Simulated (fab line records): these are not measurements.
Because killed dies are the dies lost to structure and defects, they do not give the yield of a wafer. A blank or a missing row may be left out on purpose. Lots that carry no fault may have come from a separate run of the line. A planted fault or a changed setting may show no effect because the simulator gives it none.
What tool caused it?	flow sky130	Sampling: 6 lots, 18 wafers, 5 of 708 route steps

== WHAT THE GAUGES READ, wafer by wafer ==
SKY_VIA3_BOW_MEAS_03.
lot	measured	on	VIA3_BOW (um)
L708	day 39 22:35	film metro-04	79 58 82
L711	day 41 03:16	film metro-01	80 72 64
L718	day 42 20:34	film metro-04	81 80 76
L721	day 43 15:48	film metro-02	74 83 98
L724	day 44 07:16	film metro-02	141 144 128 - - -
L726	day 44 19:14	film metro-02	69 87 80

== EACH LOT AND THE TOOL THAT RAN IT (in order: tool; ch and the chambers of the sampled wafers; start) ==
lot	SKY_VIA2_SPUTTER_20	SKY_VIA2_CVD_21	SKY_METAL3_SPUTTER_04	SKY_VIA3_CMP_02
L708	pvd sputter-04, day 37 17:02	cvd w-01 ch 0,1, day 37 17:08	pvd sputter-02, day 37 17:49	cmp-02 ch 2,3, day 39 22:13
L711	pvd sputter-01, day 38 23:37	cvd w-01 ch 0,1, day 38 23:43	pvd sputter-02, day 39 00:23	cmp-01 ch 0,1, day 41 02:58
L718	pvd sputter-04, day 40 18:59	cvd w-01 ch 0,1, day 40 19:02	pvd sputter-03, day 40 19:46	cmp-01 ch 0,1,2, day 42 20:19
L721	pvd sputter-02, day 41 13:56	cvd w-01 ch 0,1, day 41 13:59	pvd sputter-02, day 41 14:43	cmp-01 ch 0,2,3, day 43 15:29
L724	pvd sputter-01, day 42 07:30	cvd w-02 ch 0,1, day 42 07:34	pvd sputter-02, day 42 08:17	cmp-02 ch 0,2,3, day 44 06:58
L726	pvd sputter-02, day 42 19:31	cvd w-01 ch 0,1, day 42 19:35	pvd sputter-04, day 42 20:17	cmp-02 ch 0,1, day 44 18:55
- SKY_VIA2_SPUTTER_20: material TiN, target thk 20 nm, time 80 s.
- SKY_VIA2_CVD_21: deposits W, target thk 420 nm, time 126.4 s.
- SKY_METAL3_SPUTTER_04: material TiN, target thk 70 nm, time 58.3 s.
- SKY_VIA3_CMP_02: polishes SiO2.

== THE ANSWER, worked out from the rows above alone ==
Rule: the lots themselves supply what counts as usual. Put in order of their means at a reading, lots are off if they are a third of the lots or fewer, leave a main group of 4 or more, and stand apart from it by a gap of 3 or more times the standard deviation of the main group's means; of several such gaps the widest counts. The tables above print the reading to a certain number of digits; a main group whose means all agree to those digits is not used. A lot without any number at a reading at which 4 lots or more have one is off too. All remaining lots with rows at the step are treated as sound.
Off: L724, at SKY_VIA3_BOW_MEAS_03 (VIA3_BOW). The main group has a mean of 78 um with a standard deviation of 4.7.
A tool fits if, at a process step before that reading, it ran every lot that is off, and no sound lot after the first of them. Those tools and the gauges at SKY_VIA3_BOW_MEAS_03 are tried in the same way. Can't be told from this: 3 tools fit, pvd sputter-01 at SKY_VIA2_SPUTTER_20, cvd w-02 at SKY_VIA2_CVD_21, pvd sputter-02 at SKY_METAL3_SPUTTER_04.

== WHAT THE SIMULATOR PUT IN ==
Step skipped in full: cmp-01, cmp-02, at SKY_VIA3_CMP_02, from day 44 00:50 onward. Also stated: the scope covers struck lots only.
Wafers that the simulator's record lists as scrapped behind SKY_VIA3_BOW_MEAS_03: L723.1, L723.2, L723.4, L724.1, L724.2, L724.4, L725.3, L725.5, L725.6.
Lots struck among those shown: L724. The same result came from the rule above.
